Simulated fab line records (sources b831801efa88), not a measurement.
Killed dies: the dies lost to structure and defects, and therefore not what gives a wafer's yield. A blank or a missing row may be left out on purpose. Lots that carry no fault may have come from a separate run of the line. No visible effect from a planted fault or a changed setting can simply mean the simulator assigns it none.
Code-filled problem report in 8D (eight disciplines) form :: flow gf180mcu :: the parts of the form that need people (team, actions taken, sign-off) are left out

## 1. PROBLEM STATEMENT
chamber-pressure-pa at GF_M2_SPUTTER_00 reads a mean of 2.204 Pa on 6 wafers of 2 lots; wafers without a fault read 2.000 Pa with a standard deviation of 0.0038. Measured from the usual mean, that is +54 standard deviations.
The step: material Ti, target thk 37.5 nm, time 150 s.
Seen first at day 21 08:40 on pvd-sputter-04, wafer L516.1. At this step, 42 wafers from 14 lots have a number in the record. By rule, "out" or "out of limits" means more than 4 standard deviations away from the usual mean. The rest of the wafers with a number are treated as sound.

## 2. WHAT IT IS AND WHAT IT IS NOT
question: which readings at this step
is: chamber-pressure-pa
is not: -

question: which lots
is: L516, L520
is not: L508, L509, L510, L512, L523, L525, L526, L527, L528, L529, L530, L531

question: which wafers of those lots
is: all that have a number
is not: -

question: read on which tools
is: pvd-sputter-04
is not: pvd-sputter-01, pvd-sputter-03

question: when
is: from day 21 08:40
is not: up to then (12 sound wafers); but 24 sound wafers of L523, L525, L526, L527, L528, L529, L530, L531 came after

## 3. WHAT RULES OUT EACH SUSPECT
Counting: any tool at a process step up to the reading is kept as a suspect provided that every lot that is out went through it and no sound lot did after the first of them.
- pvd-sputter-04 at GF_M2_SPUTTER_00 (material Ti, target thk 37.5 nm, time 150 s): ruled out as a lasting fault. Following L516 (day 21 08:40), the first lot on it that is out, the sound lots L526, L527 were run on it.
Left after counting: nothing in the record.

## 4. THE CAUSE (what the simulator had put in)
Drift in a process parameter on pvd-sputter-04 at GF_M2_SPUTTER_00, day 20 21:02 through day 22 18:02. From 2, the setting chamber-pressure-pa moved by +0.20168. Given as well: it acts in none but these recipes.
Counting ruled it out, wrongly.

## 5. THE EFFECT CHAIN, in route order
One row per reading whose mean, taken over the struck wafers that have a number, lies over 3 standard deviations from the usual. Scope: only readings with a usual standard deviation given in the record; hours: median across lots of the time from each lot's start at the first step in this table that gives one to its start at this step; sigmas: change in usual standard deviations.
hours: 0
step: GF_M2_SPUTTER_00
reading: chamber-pressure-pa
usual: 2.000 Pa
on struck wafers: 2.204
change: +0.204
sigmas: +54
Here are the process steps it includes:
- GF_M2_SPUTTER_00: material Ti, target thk 37.5 nm, time 150 s.

## 6. HOW IT WOULD HAVE BEEN CAUGHT EARLIER
In this record no reading fell out of limits until day 21 08:40, 12 hours after the fault had begun at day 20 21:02.
